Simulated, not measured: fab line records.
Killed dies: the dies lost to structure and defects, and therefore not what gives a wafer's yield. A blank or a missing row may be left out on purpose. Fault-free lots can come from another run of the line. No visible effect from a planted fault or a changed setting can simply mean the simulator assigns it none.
fab line records    flow sfq_line
record: lots: 6  wafers: 17  last_day: 92
route steps=325 shown M5@201 A5B@209 R5@212 I5@228 C5@240 M8@325
lots that met no fault: from a run of the same line without faults
start_h: start of the lot's first displayed wafer, in hours after the record's first day    wait_h: how many hours have passed since the lot's step before this one    " repeats the value in the row above    L1.1+2: a single row standing in for several wafers    - value missing, or start not given    * or withheld: withheld    < > ~ a bound
route shown NAME@n: a module of which the file shows steps, and the number in the route of the first    usual: mean/standard deviation of fault-free wafers    same: alike in all rows    chamber/n: place in a boat    sites: each site's reading    _std_site: standard deviation of those values    _edge_site: mean of outer sites minus mean of inner sites    radius_mm: for every site, how far away it sits from the centre of the wafer    mask NAME#n: copy n    behind: the most recent tool/chamber to have shaped the wafer    hold: why the lot went on hold/how many hours it stayed there/how the hold came to an end    device: transistor that didn't switch, given as n, p or np    end of line: tests of these same wafers at the route's end    a step with no rows: only its recipe    killed: not the wafer's yield, but the dies lost to structure and defects at the first sort    map: shows each die of a wafer: x if killed, . if not, _ if none is there
set.NAME: the setting the step ran with; set.NAME@STEP: the setting that earlier step ran with    model.NAME: the simulator's own value behind a step, which no gauge read
a table for each step, a row for each wafer; lots at some steps of the route
services: from which hour (start_h, from the record's first day; less than 0 if before it) a tool's chamber was out of use, for how many hours, and why
== steps ==
step: SFQ_TRILAYER_M5_LITHO_EXPOSE_124
recipe: mask_id: M5  na: 0.6  source_shape: conventional  sigma_outer: 0.65  target_cd_nm: 700  dose_mj: 14.4
step: SFQ_TRILAYER_M5_LITHO_PEB_126
recipe: peb_temp_c: 115  peb_time_s: 60  resist: KrF
step: SFQ_TRILAYER_M5_LITHO_DEVELOP_125
recipe: time_s: 60  resist: KrF
step: SFQ_M5_OVL_MEAS_932
usual: M5_OVL: 0/5
lot.wafer  tool        chamber  start_h  wait_h  M5_OVL[nm]
L138.3     overlay-01  -        1550.12  0.1     -5
L138.4     "           -        "        "       0
L138.6     "           -        "        "       1
L139.3     overlay-02  -        1566.92  0.1     4
L139.4     "           -        "        "       2
L139.5     "           -        "        "       5
L141.5     overlay-02  -        1576.53  0.0     1
L141.6     "           -        "        "       1
L146.2     overlay-02  -        1600.73  0.1     -5
L146.5     "           -        "        "       -3
L146.6     "           -        "        "       4
L148.2     overlay-02  -        1604.33  0.1     2
L148.4     "           -        "        "       4
L148.6     "           -        "        "       0
L156.2     overlay-01  -        1738.96  0.1     2
L156.5     "           -        "        "       1
L156.6     "           -        "        "       9
step: SFQ_TRILAYER_M5_BARC_OPEN_METAL_ETCH_161
recipe: mask_material: PR  chemistry: O2  target_depth_nm: 125  target: BARC  icp_w: 600  bias_w: 80  pressure_mtorr: 10  time_s: 41.7
step: SFQ_TRILAYER_M5_ETCH_METAL_ETCH_126
recipe: target: Nb  stop_on: SiO2  mask_material: PR  over_etch_frac: 0.15  time_s: 203.2  chemistry: Cl2/BCl3  target_depth_nm: 265  icp_w: 600  bias_w: 80  pressure_mtorr: 10
step: SFQ_TRILAYER_M5_STRIP_STRIP_127
recipe: gas: O2  power_w: 200  platen_temp_c: 40  overash_fraction: 0.65  chemistry: O2  pressure_mtorr: 50
step: SFQ_TRILAYER_M5_STRIP_SOLV_CLEAN_128
recipe: chemistry: NMP  temp_c: 70  time_s: 600
step: SFQ_TRILAYER_A5B_DEP_PECVD_129
recipe: material: SiO2  temp_c: 150  time_s: 133.33  pressure_torr: 2.4  rf_w: 183.3  precursor: SiH4/N2O  target_thk_nm: 600
usual: heater_power_w: 75/13  showerhead_vpp_V: 841/32  throttle_valve_pct: 24.9/0.85
lot.wafer  tool      chamber  start_h  wait_h  heater_power_w  showerhead_vpp_V  throttle_valve_pct
L138.3     pecvd-01  0        1551.17  0.0     95              825               24.7
L138.4     "         2        "        "       59              812               25.4
L138.6     "         0        "        "       78              827               24.8
L139.3     pecvd-02  1        1567.97  0.0     74              849               23.7
L139.4     "         0        "        "       67              829               24.1
L139.5     "         1        "        "       78              860               23.9
L141.5     pecvd-01  2        1577.61  0.0     60              798               25.6
L141.6     "         1        "        "       99              815               24.8
L146.2     pecvd-01  1        1601.79  0.0     87              816               25.0
L146.5     "         0        "        "       94              836               24.9
L146.6     "         2        "        "       59              808               25.7
L148.2     pecvd-01  2        1605.39  0.0     57              806               25.4
L148.4     "         1        "        "       97              813               25.2
L148.6     "         2        "        "       63              809               25.6
L156.2     pecvd-02  2        1740.02  0.0     72              880               25.4
L156.5     "         2        "        "       80              877               25.3
L156.6     "         1        "        "       71              878               23.9
step: SFQ_TRILAYER_A5B_CMP_CMP_130
recipe: stop_on: Nb  down_force_psi: 3  platen_rpm: 60  target_thk_nm: 340.7
step: SFQ_TRILAYER_A5B_METRO_MEASURE_131
step: SFQ_TRILAYER_R5_DEP_SPUTTER_132
recipe: material: Ti  base_pressure_pa: 1.33e-06  target_thk_nm: 5  power_w: 2000  time_s: 5  chamber_pressure_pa: 0.4
step: SFQ_TRILAYER_R5_DEP_SPUTTER_133
recipe: material: MoNx  base_pressure_pa: 1.33e-06  target_thk_nm: 40  power_w: 1000  time_s: 66.7  chamber_pressure_pa: 0.4
usual: throttle_valve_pct: 29.6/0.58
lot.wafer  tool            chamber  start_h  wait_h  throttle_valve_pct  model.MoNx_of_TRILAYER_R5_DEP_SPUTTER_133.thk_nm
L138.3     pvd_sputter-03  -        1557.17  0.0     30.9                40.16
L138.4     "               -        "        "       29.7                39.77
L138.6     "               -        "        "       29.7                39.81
L139.3     pvd_sputter-05  -        1574.78  0.0     30.4                40.79
L139.4     "               -        "        "       29.4                40.82
L139.5     "               -        "        "       29.8                40.33
L141.5     pvd_sputter-03  -        1583.81  0.0     29.7                33.77
L141.6     "               -        "        "       30.0                40.04
L146.2     pvd_sputter-03  -        1613.78  0.0     29.7                40.46
L146.5     "               -        "        "       29.3                33.41
L146.6     "               -        "        "       29.9                40.7
L148.2     pvd_sputter-06  -        1616.78  0.0     28.5                39.98
L148.4     "               -        "        "       30.0                39.89
L148.6     "               -        "        "       29.5                39.44
L156.2     pvd_sputter-06  -        1753.39  0.0     28.5                40.26
L156.5     "               -        "        "       28.5                40.43
L156.6     "               -        "        "       29.5                40.49
step: SFQ_TRILAYER_R5_DEP_SPUTTER_134
recipe: material: Ti  base_pressure_pa: 1.33e-06  target_thk_nm: 5  power_w: 2000  time_s: 5  chamber_pressure_pa: 0.4
usual: throttle_valve_pct: 29.6/0.57
lot.wafer  tool            chamber  start_h  wait_h  throttle_valve_pct
L138.3     pvd_sputter-03  -        1557.22  0.0     30.7
L138.4     "               -        "        "       29.7
L138.6     "               -        "        "       29.8
L139.3     pvd_sputter-05  -        1574.84  0.0     30.3
L139.4     "               -        "        "       29.4
L139.5     "               -        "        "       29.6
L141.5     pvd_sputter-03  -        1583.85  0.0     29.8
L141.6     "               -        "        "       29.9
L146.2     pvd_sputter-03  -        1613.84  0.0     29.8
L146.5     "               -        "        "       29.2
L146.6     "               -        "        "       29.8
L148.2     pvd_sputter-06  -        1616.84  0.0     28.4
L148.4     "               -        "        "       30.2
L148.6     "               -        "        "       29.6
L156.2     pvd_sputter-06  -        1753.44  0.0     28.5
L156.5     "               -        "        "       28.1
L156.6     "               -        "        "       29.8
step: SFQ_R5_RS_MEAS_933
recipe: thk_meas_gauge: four-point-probe  reads: Ti_of_TRILAYER_R5_DEP_SPUTTER_134+MoNx_of_TRILAYER_R5_DEP_SPUTTER_133+Ti_of_TRILAYER_R5_DEP_SPUTTER_132
usual: R5_MONX_RS: 7.05/0.083
lot.wafer  tool           chamber  start_h  wait_h  hold                      R5_MONX_RS[ohm/sq]
L138.3     film_metro-02  -        1557.28  0.0     -                         7.00
L138.4     "              -        "        "       -                         7.06
L138.6     "              -        "        "       -                         7.05
L139.3     film_metro-01  -        1574.89  0.0     -                         6.92
L139.4     "              -        "        "       -                         6.91
L139.5     "              -        "        "       -                         7.00
L141.5     film_metro-01  -        1583.93  0.1     await_dispo/0.2h/release  8.27
L141.6     "              -        "        "       await_dispo/0.2h/release  7.03
L141.5     film_metro-01  -        1584.22  0.3     -                         8.31
L141.6     "              -        "        "       -                         7.07
L146.2     film_metro-02  -        1613.88  0.0     await_dispo/0.2h/release  6.96
L146.5     "              -        "        "       await_dispo/0.2h/release  8.34
L146.6     "              -        "        "       await_dispo/0.2h/release  6.93
L146.2     film_metro-02  -        1614.17  0.3     -                         6.96
L146.5     "              -        "        "       -                         8.35
L146.6     "              -        "        "       -                         6.93
L148.2     film_metro-02  -        1616.87  0.0     -                         7.02
L148.4     "              -        "        "       -                         7.04
L148.6     "              -        "        "       -                         7.13
L156.2     film_metro-02  -        1753.48  0.0     -                         7.04
L156.5     "              -        "        "       -                         7.00
L156.6     "              -        "        "       -                         6.99
step: SFQ_R5_THK_MEAS_934
recipe: thk_meas_gauge: xrf  reads: MoNx_of_TRILAYER_R5_DEP_SPUTTER_133
usual: R5_MONX_THK: 39.7/0.5
lot.wafer  tool           chamber  start_h  wait_h  hold                      R5_MONX_THK[nm]
L138.3     film_metro-02  -        1557.38  0.1     -                         39.6
L138.4     "              -        "        "       -                         39.4
L138.6     "              -        "        "       -                         39.3
L139.3     film_metro-01  -        1574.99  0.1     -                         40.6
L139.4     "              -        "        "       -                         40.6
L139.5     "              -        "        "       -                         40.4
L141.5     film_metro-01  -        1586.92  2.7     await_dispo/0.2h/release  33.6
L141.6     "              -        "        "       await_dispo/0.2h/release  39.7
L141.5     film_metro-01  -        1587.15  0.2     -                         33.4
L141.6     "              -        "        "       -                         39.6
L146.2     film_metro-02  -        1616.69  2.5     await_dispo/0.2h/release  40.1
L146.5     "              -        "        "       await_dispo/0.2h/release  33.1
L146.6     "              -        "        "       await_dispo/0.2h/release  40.2
L146.2     film_metro-02  -        1616.98  0.3     -                         40.1
L146.5     "              -        "        "       -                         33.2
L146.6     "              -        "        "       -                         40.5
L148.2     film_metro-02  -        1616.98  0.1     -                         39.9
L148.4     "              -        "        "       -                         39.6
L148.6     "              -        "        "       -                         39.3
L156.2     film_metro-02  -        1753.59  0.1     -                         39.7
L156.5     "              -        "        "       -                         39.9
L156.6     "              -        "        "       -                         40.0
step: SFQ_TRILAYER_R5_LITHO_COAT_136
recipe: resist: KrF  spin_rpm: 3000  resist_thk_nm: 600
step: SFQ_TRILAYER_R5_LITHO_SOFTBAKE_140
recipe: temp_c: withheld  time_s: withheld  resist: KrF
step: SFQ_TRILAYER_R5_LITHO_EXPOSE_137
recipe: mask_id: R5  na: 0.6  source_shape: conventional  sigma_outer: 0.65  target_cd_nm: 500  dose_mj: 14.4
step: SFQ_TRILAYER_R5_LITHO_PEB_139
recipe: peb_temp_c: 115  peb_time_s: 60  resist: KrF
step: SFQ_TRILAYER_R5_LITHO_DEVELOP_138
recipe: time_s: 60  resist: KrF
step: SFQ_R5_OVL_MEAS_935
usual: R5_OVL: -1/5
lot.wafer  tool        chamber  start_h  wait_h  R5_OVL[nm]
L138.3     overlay-01  -        1561.01  0.1     1
L138.4     "           -        "        "       2
L138.6     "           -        "        "       -4
L139.3     overlay-01  -        1583.81  0.1     -2
L139.4     "           -        "        "       5
L139.5     "           -        "        "       -2
L141.5     overlay-01  -        1602.85  0.0     7
L141.6     "           -        "        "       8
L148.2     overlay-01  -        1619.29  0.1     -6
L148.4     "           -        "        "       -6
L148.6     "           -        "        "       -16
L146.2     overlay-01  -        1625.45  0.1     4
L146.5     "           -        "        "       0
L146.6     "           -        "        "       3
L156.2     overlay-01  -        1854.45  0.1     -7
L156.5     "           -        "        "       -1
L156.6     "           -        "        "       -1
step: SFQ_TRILAYER_R5_BARC_OPEN_METAL_ETCH_177
recipe: mask_material: PR  chemistry: O2  target_depth_nm: 125  target: BARC  icp_w: 600  bias_w: 80  pressure_mtorr: 10  time_s: 41.7
usual: drypump_motor_current_A: 6.09/0.28  oes_product_au: 0.685/0.0048
lot.wafer  tool          chamber  start_h  wait_h  drypump_motor_current_A  oes_product_au  rf_hours_counter_h
L138.3     rie_metal-01  1        1561.05  0.0     6.07                     0.693           -
L138.4     "             0        "        "       5.98                     0.686           -
L138.6     "             0        "        "       5.96                     0.684           -
L139.3     rie_metal-02  0        1583.85  0.0     6.27                     0.687           -
L139.4     "             1        "        "       5.86                     0.687           -
L139.5     "             1        "        "       5.88                     0.686           -
L141.5     rie_metal-03  0        1602.90  0.0     6.66                     0.681           -
L141.6     "             1        "        "       5.74                     0.676           -
L148.2     rie_metal-02  1        1619.32  0.0     5.89                     0.681           62
L148.4     "             0        "        "       6.23                     0.683           -
L148.6     "             0        "        "       6.27                     0.691           -
L146.2     rie_metal-02  0        1625.48  0.0     6.27                     0.687           113
L146.5     "             1        "        "       5.90                     0.690           -
L146.6     "             0        "        "       6.25                     0.684           -
L156.2     rie_metal-03  0        1854.48  0.0     6.60                     0.685           120
L156.5     "             1        "        "       5.74                     0.689           -
L156.6     "             0        "        "       6.58                     0.687           -
step: SFQ_TRILAYER_R5_ETCH_METAL_ETCH_139
recipe: stop_on: SiO2  mask_material: PR  chemistry: Cl2  target_depth_nm: 60  icp_w: 600  bias_w: 80  pressure_mtorr: 10  time_s: 40
step: SFQ_TRILAYER_R5_STRIP_STRIP_140
recipe: gas: O2  power_w: 200  platen_temp_c: 40  overash_fraction: 0.65  chemistry: O2  pressure_mtorr: 50
step: SFQ_TRILAYER_R5_STRIP_SOLV_CLEAN_141
recipe: chemistry: NMP  temp_c: 70  time_s: 600
step: SFQ_TRILAYER_A5C_DEP_PECVD_142
recipe: material: SiO2  temp_c: 150  time_s: 15.556  pressure_torr: 2.4  rf_w: 183.3  precursor: SiH4/N2O  target_thk_nm: 70
step: SFQ_TRILAYER_I5_LITHO_COAT_149
recipe: resist: BARC  spin_rpm: 3000  resist_thk_nm: 62
step: SFQ_TRILAYER_I5_LITHO_COAT_144
recipe: resist: KrF  spin_rpm: 3000  resist_thk_nm: 650
step: SFQ_TRILAYER_I5_LITHO_SOFTBAKE_148
recipe: temp_c: withheld  time_s: withheld  resist: KrF
step: SFQ_TRILAYER_I5_LITHO_EXPOSE_145
recipe: mask_id: I5  na: 0.6  source_shape: conventional  sigma_outer: 0.65  target_cd_nm: 700  dose_mj: 21.3
step: SFQ_TRILAYER_I5_LITHO_PEB_147
recipe: peb_temp_c: 115  peb_time_s: 60  resist: KrF
step: SFQ_TRILAYER_I5_LITHO_DEVELOP_146
recipe: time_s: 60  resist: KrF
step: SFQ_I5_OVL_MEAS_936
usual: I5_OVL: 5/6
lot.wafer  tool        chamber  start_h  wait_h  I5_OVL[nm]
L138.3     overlay-01  -        1569.41  0.1     2
L138.4     "           -        "        "       5
L138.6     "           -        "        "       1
L139.3     overlay-01  -        1675.29  0.1     9
L139.4     "           -        "        "       8
L139.5     "           -        "        "       7
L141.5     overlay-02  -        1699.30  0.0     0
L141.6     "           -        "        "       2
L146.2     overlay-01  -        1723.36  0.1     7
L146.5     "           -        "        "       5
L146.6     "           -        "        "       3
L148.2     overlay-01  -        1728.16  0.1     2
L148.4     "           -        "        "       3
L148.6     "           -        "        "       5
L156.2     overlay-02  -        1944.70  0.1     5
L156.5     "           -        "        "       3
L156.6     "           -        "        "       5
step: SFQ_TRILAYER_I5_BARC_OPEN_VIA_ETCH_200
recipe: mask_material: PR  chemistry: O2  target_depth_nm: 125  target: BARC  source_w: 500  bias_w: 80  pressure_mtorr: 30  time_s: 41.7
usual: drypump_motor_current_A: 5.6/0.63  oes_product_au: 0.685/0.0043
lot.wafer  tool         chamber  start_h  wait_h  drypump_motor_current_A  oes_product_au  rf_hours_counter_h
L138.3     rie_diel-01  3        1569.43  0.0     5.3                      0.680           10
L138.4     "            2        "        "       6.8                      0.689           -
L138.6     "            0        "        "       5.6                      0.697           -
L139.3     rie_diel-04  0        1675.31  0.0     5.7                      0.692           11
L139.4     "            2        "        "       5.3                      0.685           18
L139.5     "            0        "        "       5.7                      0.679           -
L141.5     rie_diel-01  2        1699.33  0.0     6.8                      0.682           -
L141.6     "            3        "        "       5.3                      0.684           -
L146.2     rie_diel-03  3        1723.39  0.0     4.7                      0.684           14
L146.5     "            3        "        "       4.7                      0.679           -
L146.6     "            2        "        "       5.8                      0.679           -
L148.2     rie_diel-04  2        1728.19  0.0     5.3                      0.685           19
L148.4     "            0        "        "       5.7                      0.684           12
L148.6     "            2        "        "       5.3                      0.682           -
L156.2     rie_diel-03  3        1944.73  0.0     4.7                      0.687           15
L156.5     "            1        "        "       5.0                      0.690           -
L156.6     "            3        "        "       4.7                      0.690           -
step: SFQ_TRILAYER_I5_ETCH_VIA_ETCH_147
recipe: stop_on: Nb  mask_material: PR  chemistry: CHF3  target_depth_nm: 360  source_w: 500  bias_w: 80  pressure_mtorr: 30  time_s: withheld
usual: drypump_motor_current_A: 5.6/0.64  oes_product_au: 0.987/0.006
lot.wafer  tool         chamber  start_h  wait_h  drypump_motor_current_A  oes_product_au
L138.3     rie_diel-01  3        1569.47  0.0     5.3                      0.995
L138.4     "            2        "        "       6.8                      0.987
L138.6     "            0        "        "       5.7                      0.986
L139.3     rie_diel-04  0        1675.35  0.0     5.7                      0.978
L139.4     "            2        "        "       5.3                      0.986
L139.5     "            0        "        "       5.7                      0.985
L141.5     rie_diel-01  2        1699.43  0.1     6.9                      0.980
L141.6     "            3        "        "       5.3                      0.993
L146.2     rie_diel-03  3        1723.43  0.0     4.7                      0.984
L146.5     "            3        "        "       4.7                      0.987
L146.6     "            2        "        "       5.8                      0.983
L148.2     rie_diel-04  2        1728.23  0.0     5.3                      0.994
L148.4     "            0        "        "       5.7                      0.982
L148.6     "            2        "        "       5.3                      0.992
L156.2     rie_diel-03  3        1944.77  0.0     4.7                      0.989
L156.5     "            1        "        "       5.0                      0.990
L156.6     "            3        "        "       4.7                      0.987
step: SFQ_TRILAYER_I5_STRIP_STRIP_148
recipe: gas: O2  power_w: 200  platen_temp_c: 40  overash_fraction: 0.65  chemistry: O2  pressure_mtorr: 50
step: SFQ_TRILAYER_I5_STRIP_SOLV_CLEAN_149
recipe: chemistry: NMP  temp_c: 70  time_s: 600
step: SFQ_TRILAYER_C5_LITHO_COAT_156
recipe: resist: BARC  spin_rpm: 3000  resist_thk_nm: 62
step: SFQ_TRILAYER_C5_LITHO_COAT_151
recipe: resist: KrF  spin_rpm: 3000  resist_thk_nm: 650
step: SFQ_TRILAYER_C5_LITHO_SOFTBAKE_155
recipe: temp_c: withheld  time_s: withheld  resist: KrF
step: SFQ_M8_BOW_MEAS_951
recipe: mode: bow
usual: M8_BOW: 8/13
lot.wafer  tool           chamber  start_h  wait_h  M8_BOW[um]  model.etest.r5.ohm_um  model.etest.r5.ohm_sq  model.etest.c5.link_ohm
L138.3     film_metro-03  -        1910.95  0.0     22          13.99                  7.024                  7.995
L138.4     "              -        "        "       -3          14.19                  7.094                  8.07
L138.6     "              -        "        "       4           14.22                  7.087                  8.065
L139.3     film_metro-04  -        1915.74  0.0     -2          13.84                  6.917                  7.87
L139.4     "              -        "        "       -3          13.85                  6.911                  7.869
L139.5     "              -        "        "       7           14.02                  6.995                  7.952
L141.5     film_metro-03  -        1925.38  0.1     15          16.7                   8.353                  9.302
L141.6     "              -        "        "       13          14.13                  7.045                  7.979
L146.2     film_metro-03  -        1943.00  0.0     14          13.94                  6.973                  7.913
L146.5     "              -        "        "       7           16.9                   8.446                  9.386
L146.6     "              -        "        "       17          13.86                  6.933                  7.882
L148.2     film_metro-04  -        1944.20  0.0     16          14.09                  7.057                  8.017
L148.4     "              -        "        "       18          14.11                  7.072                  8.025
L148.6     "              -        "        "       9           14.28                  7.153                  8.113
L156.2     film_metro-02  -        2208.96  0.0     13          14.04                  7.007                  7.979
L156.5     "              -        "        "       0           13.96                  6.979                  7.945
L156.6     "              -        "        "       -18         13.9                   6.968                  7.934
== services ==
tool            chamber  start_h  hours  kind
rie_diel-04     3        1543.26  13.6   repair
rie_diel-03     1        1544.39  7.2    repair
rie_diel-04     -        1548.86  0.4    repair
pvd_sputter-03  -        1565.18  1.0    repair
rie_diel-03     2        1579.52  6.1    repair
pecvd-01        0        1605.30  6.4    repair
pecvd-01        1        1621.23  19.0   repair
rie_diel-01     3        1643.68  6.4    repair
pvd_sputter-03  -        1670.05  4.5    repair
rie_diel-04     -        1709.61  2.8    pm
pecvd-01        -        1715.72  1.0    repair
rie_diel-03     0        1746.46  17.5   repair
rie_diel-03     3        1748.34  5.2    repair
pecvd-01        2        1754.65  4.2    repair
rie_diel-03     1        1790.64  4.2    repair
rie_diel-03     -        1792.86  0.7    repair
rie_diel-03     -        1806.00  14.6   pm
pvd_sputter-06  -        1819.66  0.6    repair
rie_diel-03     2        1821.21  41.8   repair
rie_diel-03     1        1821.25  9.4    repair
rie_diel-03     -        1828.81  0.8    repair
pvd_sputter-03  -        1891.30  3.0    repair
rie_diel-03     -        1938.03  0.1    repair
rie_diel-03     2        1940.50  15.2   repair
== key ==
first_sign: step: SFQ_R5_RS_MEAS_933  reading: visit  direction: added
effect: step: SFQ_R5_RS_MEAS_933  reading: R5_MONX_RS  direction: up  sigmas: 15  usual: 7.05  struck: 8.31
effect: step: SFQ_R5_THK_MEAS_934  reading: visit  direction: added
effect: step: SFQ_R5_THK_MEAS_934  reading: R5_MONX_THK  direction: down  sigmas: 13  usual: 39.7  struck: 33.3
model_effect: step: SFQ_TRILAYER_R5_DEP_SPUTTER_133  value: MoNx_of_TRILAYER_R5_DEP_SPUTTER_133.thk_nm  without: 40.11  struck: 33.59
model_effect: step: SFQ_M8_BOW_MEAS_951  value: etest.r5.ohm_um  without: 14.07  struck: 16.8
met_at SFQ_TRILAYER_R5_DEP_SPUTTER_133
struck_wafers L141.5,L146.5
onset_between 1557.17 1583.81
fault: kind: process_parameter_drift  tool: pvd_sputter-03  chamber: -  onset_h: 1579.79  steps: SFQ_TRILAYER_R5_DEP_SPUTTER_133  channel: target_thk_nm  offset: -6.5245  shape: step  end_h: 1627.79  scope: struck_wafers_only  acts_in: these_recipes_only  stated: 40
